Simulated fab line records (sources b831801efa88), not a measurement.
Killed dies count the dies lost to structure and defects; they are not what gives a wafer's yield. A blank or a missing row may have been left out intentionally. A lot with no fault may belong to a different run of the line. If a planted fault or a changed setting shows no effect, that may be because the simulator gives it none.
Chamber matching / flow gf180mcu / GF_V2_ETCH_16 on rie-diel-01: 4 sister chambers
The step etches BARC in N2/H2. 18 wafers are shown with their chamber, then 9 later ones without.

== WAFERS PAIRED WITH THEIR CHAMBERS ==
wafer=L075.4; chamber=0; drypump-motor-current-A (A)=5.6; throttle-valve-pct (%)=13.231; oes-product-au (a.u.)=0.859
wafer=L075.5; chamber=2; drypump-motor-current-A (A)=4.8; throttle-valve-pct (%)=13.222; oes-product-au (a.u.)=0.856
wafer=L075.6; chamber=3; drypump-motor-current-A (A)=6.1; throttle-valve-pct (%)=13.216; oes-product-au (a.u.)=0.848
wafer=L078.1; chamber=0; drypump-motor-current-A (A)=5.6; throttle-valve-pct (%)=13.216; oes-product-au (a.u.)=0.855
wafer=L078.4; chamber=2; drypump-motor-current-A (A)=4.8; throttle-valve-pct (%)=13.240; oes-product-au (a.u.)=0.849
wafer=L078.5; chamber=1; drypump-motor-current-A (A)=6.0; throttle-valve-pct (%)=13.231; oes-product-au (a.u.)=0.854
wafer=L081.2; chamber=2; drypump-motor-current-A (A)=4.8; throttle-valve-pct (%)=13.228; oes-product-au (a.u.)=0.849
wafer=L081.3; chamber=1; drypump-motor-current-A (A)=6.0; throttle-valve-pct (%)=13.229; oes-product-au (a.u.)=0.862
wafer=L081.5; chamber=1; drypump-motor-current-A (A)=6.0; throttle-valve-pct (%)=13.238; oes-product-au (a.u.)=0.849
wafer=L082.1; chamber=2; drypump-motor-current-A (A)=4.8; throttle-valve-pct (%)=13.220; oes-product-au (a.u.)=0.860
wafer=L082.2; chamber=3; drypump-motor-current-A (A)=6.1; throttle-valve-pct (%)=13.217; oes-product-au (a.u.)=0.862
wafer=L082.4; chamber=0; drypump-motor-current-A (A)=5.6; throttle-valve-pct (%)=13.214; oes-product-au (a.u.)=0.860
wafer=L083.3; chamber=2; drypump-motor-current-A (A)=4.8; throttle-valve-pct (%)=13.229; oes-product-au (a.u.)=0.847
wafer=L083.4; chamber=1; drypump-motor-current-A (A)=6.0; throttle-valve-pct (%)=13.239; oes-product-au (a.u.)=0.855
wafer=L083.6; chamber=3; drypump-motor-current-A (A)=6.1; throttle-valve-pct (%)=13.228; oes-product-au (a.u.)=0.847
wafer=L084.2; chamber=2; drypump-motor-current-A (A)=4.8; throttle-valve-pct (%)=13.199; oes-product-au (a.u.)=0.851
wafer=L084.3; chamber=1; drypump-motor-current-A (A)=6.0; throttle-valve-pct (%)=13.218; oes-product-au (a.u.)=0.854
wafer=L084.4; chamber=3; drypump-motor-current-A (A)=6.2; throttle-valve-pct (%)=13.224; oes-product-au (a.u.)=0.859

SIGNATURES, as means of the wafers listed above
reading=drypump-motor-current-A; chamber 0=5.600; chamber 1=6.000; chamber 2=4.800; chamber 3=6.125; scatter within a chamber=0.0231
reading=throttle-valve-pct; chamber 0=13.22033; chamber 1=13.23100; chamber 2=13.22300; chamber 3=13.22125; scatter within a chamber=0.0103
reading=oes-product-au; chamber 0=0.85800; chamber 1=0.85480; chamber 2=0.85200; chamber 3=0.85400; scatter within a chamber=0.00534
Rule: for each reading, subtract the chamber's mean from the wafer's reading, divide by that reading's scatter and square the result; add these up over the readings and take the root, which gives the wafer's distance from the chamber. The wafer belongs to the nearest chamber; if the next one is less than 2 further off, it can't be placed. The scatter: take each reading less its chamber's mean, square it, sum over the shown wafers, divide by the number of wafers less the number of chambers, and take the root.

== WAFERS MISSING THEIR CHAMBER ==
wafer=L086.2; drypump-motor-current-A (A)=4.8; throttle-valve-pct (%)=13.231; oes-product-au (a.u.)=0.855
wafer=L086.3; drypump-motor-current-A (A)=6.0; throttle-valve-pct (%)=13.239; oes-product-au (a.u.)=0.856
wafer=L086.6; drypump-motor-current-A (A)=5.6; throttle-valve-pct (%)=13.227; oes-product-au (a.u.)=0.854
wafer=L091.1; drypump-motor-current-A (A)=4.8; throttle-valve-pct (%)=13.219; oes-product-au (a.u.)=0.862
wafer=L091.3; drypump-motor-current-A (A)=6.0; throttle-valve-pct (%)=13.235; oes-product-au (a.u.)=0.867
wafer=L091.6; drypump-motor-current-A (A)=4.8; throttle-valve-pct (%)=13.225; oes-product-au (a.u.)=0.862
wafer=L092.1; drypump-motor-current-A (A)=6.1; throttle-valve-pct (%)=13.211; oes-product-au (a.u.)=0.850
wafer=L092.2; drypump-motor-current-A (A)=4.8; throttle-valve-pct (%)=13.219; oes-product-au (a.u.)=0.849
wafer=L092.6; drypump-motor-current-A (A)=6.0; throttle-valve-pct (%)=13.222; oes-product-au (a.u.)=0.849

== WHICH CHAMBER EACH ONE RAN IN ==
wafer=L086.2; from the rows above=2; in truth=2
wafer=L086.3; from the rows above=1; in truth=1
wafer=L086.6; from the rows above=0; in truth=0
wafer=L091.1; from the rows above=2; in truth=2
wafer=L091.3; from the rows above=1; in truth=1
wafer=L091.6; from the rows above=2; in truth=2
wafer=L092.1; from the rows above=3; in truth=3
wafer=L092.2; from the rows above=2; in truth=2
wafer=L092.6; from the rows above=1; in truth=1
9 of 9 placed correctly. Not placeable from these rows: 0. Placed wrongly: 0.
